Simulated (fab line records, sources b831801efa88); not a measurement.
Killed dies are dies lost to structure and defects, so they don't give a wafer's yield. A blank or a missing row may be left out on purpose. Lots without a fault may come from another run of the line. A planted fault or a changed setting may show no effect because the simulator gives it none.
A struck lot beside a sound one | flow sfq_line | 24 steps out of a route of 325
Sound: wafers L356.1, L356.5, L356.6. Struck: wafers L364.1, L364.2, L364.3. The cause comes at the end.
At each step with rows: each side's tool, then ch and its chambers, then its first start. Under that, the readings that differ: sound wafers | struck wafers | difference of the means | sigmas: that difference in standard deviations of wafers without a fault.
alike: readings whose means differ by less than 2 such deviations, and words and numbers that are the same on both sides. not compared: withheld readings, readings that some wafer has no value for, bounds like >300 that may hide the same value, and numbers for which the record gives no deviation and whose values overlap.
The two part at a step that has a row with sigmas, a row that says differs or no value, or rows on one side only. Numbers that don't overlap but have no deviation are shown without sigmas and don't part them. A reading that every wafer of one side lacks parts them only if that side has two wafers or more.

first, 6 steps without rows for these wafers: SFQ_TRILAYER_I1_VIA_LITHO_COAT_054 (resist thk 62 nm); SFQ_TRILAYER_I1_VIA_LITHO_COAT_049 (resist thk 650 nm); SFQ_TRILAYER_I1_VIA_LITHO_SOFTBAKE_053; SFQ_TRILAYER_I1_VIA_LITHO_EXPOSE_050 (exposes mask I1, target cd 500 nm); SFQ_TRILAYER_I1_VIA_LITHO_PEB_052 (peb time 60 s); SFQ_TRILAYER_I1_VIA_LITHO_DEVELOP_051 (time 60 s).
SFQ_I1_OVL_MEAS_913:
  sound on overlay-01, day 28 02:22; struck on overlay-01, day 29 21:22
  alike: I1_OVL
SFQ_TRILAYER_I1_VIA_BARC_OPEN_VIA_ETCH_071: etches BARC in O2, target depth 125 nm, time 41.7 s.
  sound on rie_diel-04 ch 1,2,3, day 28 02:24; struck on rie_diel-04 ch 0,2,3, day 29 21:24
  alike: drypump_motor_current_A, oes_product_au, rf_fwd_power_W
  not compared: rf_hours_counter_h
SFQ_TRILAYER_I1_VIA_ETCH_VIA_ETCH_052: etches SiO2 in CHF3, stops on Nb, target depth 260 nm.
  sound on rie_diel-04 ch 1,2,3, day 28 02:26; struck on rie_diel-04 ch 0,2,3, day 29 21:26
  alike: drypump_motor_current_A, oes_product_au, rf_fwd_power_W
SFQ_TRILAYER_I1_VIA_STRIP_STRIP_053: strips in O2.
  sound on rie_metal-02 ch 0,1, day 28 02:33; struck on rie_metal-02 ch 0,1, day 29 21:34
  alike: drypump_motor_current_A, he_backside_leak_sccm, oes_product_au
  not compared: rf_hours_counter_h
then, 2 steps without rows for these wafers: SFQ_TRILAYER_I1_VIA_STRIP_SOLV_CLEAN_054 (cleans in NMP, time 600 s); SFQ_TRILAYER_M2_DEP_PRE_CLEAN_056 (time 22.5 s).
SFQ_TRILAYER_M2_DEP_SPUTTER_055: material Nb, target thk 200 nm, time 133.3 s.
  sound on pvd_sputter-03, day 28 03:22; struck on pvd_sputter-06, day 29 22:22
  no value came back on the struck wafers for base_pressure_pa (Pa), cathode_dc_power_W (W), resputter_cathode_voltage_v (V), throttle_valve_pct (%); on the sound wafers base_pressure_pa (Pa) reads 1.45e-06 1.11e-06 1.34e-06
SFQ_M2_RS_MEAS_914: measures by four-point-probe.
  sound on film_metro-02, day 28 03:27; struck on film_metro-01, day 29 22:28
  reading           | sound             | struck | difference                    | sigmas
  M2_NB_RS (ohm/sq) | 0.888 0.892 0.892 | - - -  | no value on the struck wafers |
then, 6 steps without rows for these wafers: SFQ_TRILAYER_M2_LITHO_COAT_062 (resist thk 62 nm); SFQ_TRILAYER_M2_LITHO_COAT_057 (resist thk 600 nm); SFQ_TRILAYER_M2_LITHO_SOFTBAKE_061; SFQ_TRILAYER_M2_LITHO_EXPOSE_058 (exposes mask M2, target cd 500 nm); SFQ_TRILAYER_M2_LITHO_PEB_060 (peb time 60 s); SFQ_TRILAYER_M2_LITHO_DEVELOP_059 (time 60 s).
-- the record jumps here: 6 days lie between the struck wafers' starts before and after --
SFQ_M2_OVL_MEAS_916:
  sound on overlay-02, day 34 03:32; struck on overlay-02, day 36 07:59
  alike: M2_OVL
SFQ_TRILAYER_M2_BARC_OPEN_METAL_ETCH_077: etches BARC in O2, target depth 125 nm, time 41.7 s.
  sound on rie_metal-04 ch 0,1, day 34 03:34; struck on rie_metal-03 ch 0,1, day 36 08:01
  alike: drypump_motor_current_A, he_backside_leak_sccm, oes_product_au, rf_fwd_power_W
  not compared: rf_hours_counter_h
SFQ_TRILAYER_M2_ETCH_METAL_ETCH_060: etches Nb in Cl2/Ar, stops on SiO2, target depth 240 nm, time 120 s.
  sound on rie_metal-04 ch 0,1, day 34 03:37; struck on rie_metal-03 ch 0,1, day 36 08:04
  reading               | sound             | struck            | difference | sigmas
  oes_product_au (a.u.) | 0.910 0.883 0.887 | 0.377 0.377 0.371 | -0.518     | -71
  alike: drypump_motor_current_A, he_backside_leak_sccm, rf_fwd_power_W
  not compared: rf_hours_counter_h
SFQ_TRILAYER_M2_STRIP_STRIP_061: strips in O2.
  sound on rie_metal-04 ch 0,1, day 34 03:45; struck on rie_metal-03 ch 0,1, day 36 08:12
  alike: drypump_motor_current_A, he_backside_leak_sccm, oes_product_au
  not compared: rf_hours_counter_h

WHERE THEY PART
First at SFQ_TRILAYER_M2_DEP_SPUTTER_055; last, within this record, at SFQ_TRILAYER_M2_ETCH_METAL_ETCH_060. Later steps at which nothing parts them and some readings are alike: SFQ_TRILAYER_M2_STRIP_STRIP_061.

WHY: what the simulator had put in
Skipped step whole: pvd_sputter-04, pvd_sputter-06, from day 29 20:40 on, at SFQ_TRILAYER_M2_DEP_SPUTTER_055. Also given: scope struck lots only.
